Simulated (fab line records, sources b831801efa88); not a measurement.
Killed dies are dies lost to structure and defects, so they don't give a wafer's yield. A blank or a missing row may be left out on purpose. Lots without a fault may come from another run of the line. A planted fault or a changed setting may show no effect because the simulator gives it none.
Which tool did it? | flow gf180mcu | 10 lots, 30 wafers sampled, at 4 steps of a route of 602

WHAT THE GAUGES READ, wafer by wafer
GF_V5_BOW_MEAS_05. Usual: V5_BOW 134 um, standard deviation 8.4.
lot  | measured     | on            | V5_BOW (um)       | flag
L168 | day 26 09:59 | film_metro-02 | 139 140 134       |
L169 | day 26 21:30 | film_metro-02 | 137 122 128       |
L170 | day 27 06:55 | film_metro-01 | 133 135 135       |
L180 | day 30 07:16 | film_metro-02 | 136 144 142 - - - |
L181 | day 30 08:45 | film_metro-04 | 140 139 142 - - - |
L182 | day 30 16:29 | film_metro-04 | 123 132 128       |
L184 | day 31 07:29 | film_metro-01 | 126 132 137       |
L186 | day 31 13:24 | film_metro-02 | 132 116 124       |
L189 | day 32 13:22 | film_metro-01 | 135 138 135       |
L190 | day 32 18:16 | film_metro-02 | 130 139 133       |

WHICH TOOL RAN EACH LOT (tool, then ch and the chambers of the sampled wafers, then the start)
lot  | GF_V4_ETCH_16                      | GF_V5_CVD_02                    | GF_V5_CMP_04
L168 | rie_diel-01 ch 0,3, day 24 12:05   | pecvd-04 ch 0,1,2, day 26 09:30 | cmp-01 ch 0,1,2, day 26 09:46
L169 | rie_diel-03 ch 0,2,3, day 25 00:20 | pecvd-04 ch 0,1, day 26 20:59   | cmp-01 ch 0,2,3, day 26 21:15
L170 | rie_diel-01 ch 2,3, day 25 09:25   | pecvd-03 ch 1,2, day 27 06:20   | cmp-01 ch 0,2, day 27 06:34
L180 | rie_diel-03 ch 0,1,2, day 28 12:55 | pecvd-04 ch 0,1,2, day 30 06:46 | cmp-01 ch 0,3, day 30 06:56
L181 | rie_diel-01 ch 1,3, day 28 16:18   | pecvd-03 ch 1,2, day 30 08:07   | cmp-01 ch 0,1,3, day 30 08:30
L182 | rie_diel-02 ch 1,3, day 28 23:27   | pecvd-02 ch 0,1,2, day 30 15:59 | cmp-02 ch 2,3, day 30 16:12
L184 | rie_diel-02 ch 0,1, day 29 14:54   | pecvd-04 ch 0,1,2, day 31 07:01 | cmp-02 ch 0,1, day 31 07:11
L186 | rie_diel-02 ch 0,1,2, day 29 23:13 | pecvd-03 ch 0,1,2, day 31 12:55 | cmp-02 ch 0,2,3, day 31 13:05
L189 | rie_diel-02 ch 0,3, day 31 00:36   | pecvd-03 ch 0,1,2, day 32 12:52 | cmp-02 ch 1,2,3, day 32 13:08
L190 | rie_diel-01 ch 0,1,3, day 31 04:50 | pecvd-02 ch 0,2, day 32 17:46   | cmp-02 ch 0,1,3, day 32 18:04
- GF_V4_ETCH_16: etches BARC in N2/H2.
- GF_V5_CVD_02: deposits SiO2 from TEOS, target thk 1450 nm, time 163.28 s.
- GF_V5_CMP_04: polishes SiO2.

WHAT THE TOOLS THEMSELVES READ (means of the sampled wafers that have a number; where no wafer has one, the mark that the record gives instead)
GF_V4_ETCH_16. Usual: drypump_motor_current_A 5.7 A, standard deviation 0.32; oes_product_au 0.855 a.u., standard deviation 0.0047; throttle_valve_pct 13.225 %, standard deviation 0.0086.
lot  | tool        | drypump_motor_current_A (A) | oes_product_au (a.u.) | throttle_valve_pct (%) | flag
L168 | rie_diel-01 | 5.3                         | 0.857                 | 13.219                 |
L169 | rie_diel-03 | 5.8                         | 0.857                 | 13.221                 |
L170 | rie_diel-01 | 5.9                         | 0.853                 | 13.226                 |
L180 | rie_diel-03 | 5.8                         | 0.851                 | 13.225                 |
L181 | rie_diel-01 | 5.8                         | 0.851                 | 13.224                 |
L182 | rie_diel-02 | 5.8                         | 0.856                 | 13.226                 |
L184 | rie_diel-02 | 5.9                         | 0.850                 | 13.217                 |
L186 | rie_diel-02 | 5.9                         | 0.856                 | 13.233                 |
L189 | rie_diel-02 | 5.8                         | 0.856                 | 13.229                 |
L190 | rie_diel-01 | 5.5                         | 0.852                 | 13.225                 |

GF_V5_CVD_02. Usual: heater_power_outer_w 371 W, standard deviation 71; heater_power_w 627 W, standard deviation 71.
lot  | tool     | heater_power_outer_w (W) | heater_power_w (W) | flag
L168 | pecvd-04 | 372                      | 608                |
L169 | pecvd-04 | 340                      | 593                |
L170 | pecvd-03 | 304                      | 544                |
L180 | pecvd-04 | 365                      | 610                |
L181 | pecvd-03 | 331                      | 583                |
L182 | pecvd-02 | 368                      | 623                |
L184 | pecvd-04 | 462                      | 717                |
L186 | pecvd-03 | 324                      | 588                |
L189 | pecvd-03 | 332                      | 599                |
L190 | pecvd-02 | 317                      | 566                |

GF_V5_CMP_04. Usual: head_pressure_psi 4.001 psi, standard deviation 0.009; motor_current_A 11.9 A, standard deviation 0.59; retaining_ring_pressure_frac 1.000, standard deviation 0.0051; slurry_filter_dp_kPa 13.52 kPa, standard deviation 0.14.
lot  | tool   | head_pressure_psi (psi) | motor_current_A (A) | retaining_ring_pressure_frac | slurry_filter_dp_kPa (kPa) | flag
L168 | cmp-01 | 3.998                   | 11.9                | 1.004                        | 13.54                      |
L169 | cmp-01 | 3.994                   | 11.0                | 1.004                        | 13.64                      |
L170 | cmp-01 | 3.998                   | 11.3                | 1.004                        | 13.41                      |
L180 | cmp-01 | 3.997                   | 11.5                | 0.999                        | 13.53                      |
L181 | cmp-01 | 3.998                   | 11.7                | 0.997                        | 13.48                      |
L182 | cmp-02 | 4.002                   | 12.5                | 1.001                        | 13.55                      |
L184 | cmp-02 | 4.004                   | 12.1                | 0.996                        | 13.56                      |
L186 | cmp-02 | 4.002                   | 12.5                | 0.997                        | 13.47                      |
L189 | cmp-02 | 3.994                   | 12.2                | 0.996                        | 13.47                      |
L190 | cmp-02 | 4.004                   | 12.1                | 0.996                        | 13.48                      |

THE ANSWER, worked out from the rows above alone
Rule: a lot is off if the mean of its wafers that have a number lies more than 3 standard deviations from the usual mean. A lot without any number at a reading at which 4 lots or more have one is off too. The other lots that the step has rows for count as sound. The gauges are gone through in route order, then the tools' own readings, and for those a lot's mean is taken as printed above. The first step at which some lot is off is used, and at that step the reading that is off furthest; a lot without a number counts as furthest.
No lot is off at any reading shown: from this, nothing can be told.

WHAT THE SIMULATOR HAD PUT IN
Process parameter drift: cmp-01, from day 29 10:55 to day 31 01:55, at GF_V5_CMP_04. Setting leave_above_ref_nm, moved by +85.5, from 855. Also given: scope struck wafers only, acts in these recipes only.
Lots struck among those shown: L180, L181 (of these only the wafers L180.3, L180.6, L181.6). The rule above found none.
